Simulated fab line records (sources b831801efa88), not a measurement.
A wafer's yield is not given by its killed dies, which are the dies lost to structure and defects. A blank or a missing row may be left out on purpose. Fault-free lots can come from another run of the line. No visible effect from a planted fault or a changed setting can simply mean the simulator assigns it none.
Chamber matching | flow sky130 | cmp-01 running SKY_VIA3_CMP_02: 4 sister chambers
The step polishes SiO2. 8 wafers are shown with their chamber, then 12 later ones without.

== EACH WAFER AND ITS CHAMBER ==
wafer  | chamber | motor_current_A (A) | slurry_filter_dp_kPa (kPa)
L081.1 | 2       | 11.9                | 13.68
L082.3 | 3       | 12.3                | 13.20
L082.5 | 1       | 12.0                | 13.48
L087.3 | 3       | 12.6                | 13.52
L087.6 | 1       | 11.8                | 13.96
L088.1 | 0       | 12.2                | 13.33
L088.2 | 2       | 12.2                | 13.66
L088.5 | 0       | 12.3                | 13.62

== WAFERS WITHOUT THEIR CHAMBER ==
wafer  | motor_current_A (A) | slurry_filter_dp_kPa (kPa)
L093.2 | 12.3                | 13.57
L093.4 | 12.0                | 13.77
L093.6 | 11.8                | 13.71
L095.1 | 11.6                | 13.54
L095.4 | 12.1                | 13.67
L095.5 | 11.7                | 13.44
L096.3 | 12.2                | 13.38
L096.4 | 12.1                | 13.42
L096.6 | 12.0                | 13.54
L097.1 | 12.5                | 13.62
L097.4 | 12.5                | 13.56
L097.5 | 11.6                | 13.37

== EACH ONE'S CHAMBER ==
wafer  | from the rows above               | in truth
L093.2 | can't be placed: 0 or 3 or 2 or 1 | 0
L093.4 | can't be placed: 2 or 1 or 0      | 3
L093.6 | can't be placed: 1 or 2           | 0
L095.1 | can't be placed: 1 or 2 or 0      | 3
L095.4 | can't be placed: 2 or 1 or 0      | 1
L095.5 | can't be placed: 1 or 2 or 0      | 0
L096.3 | can't be placed: 0 or 3 or 2 or 1 | 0
L096.4 | can't be placed: 0 or 2 or 1 or 3 | 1
L096.6 | can't be placed: 2 or 1 or 0      | 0
L097.1 | can't be placed: 3 or 0 or 2      | 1
L097.4 | can't be placed: 3 or 0 or 2      | 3
L097.5 | can't be placed: 1 or 2 or 0      | 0
Placed correctly: 0 of 12. Cannot be placed on the basis of these rows: 12; the candidates contain the true chamber in 8. Number placed wrongly: 0.
How it was worked out, from the rows above alone: a wafer's distance from a chamber is the root of the sum, over the readings, of the square of ((its reading less the chamber's mean) divided by the reading's scatter). The wafer belongs to the nearest chamber; if the next one is less than 2 further off, it can't be placed. For every chamber, the mean is computed from those of its wafers that are shown. The scatter: take each reading less its chamber's mean, square it, sum over the shown wafers, divide by the number of wafers less the number of chambers, and take the root.
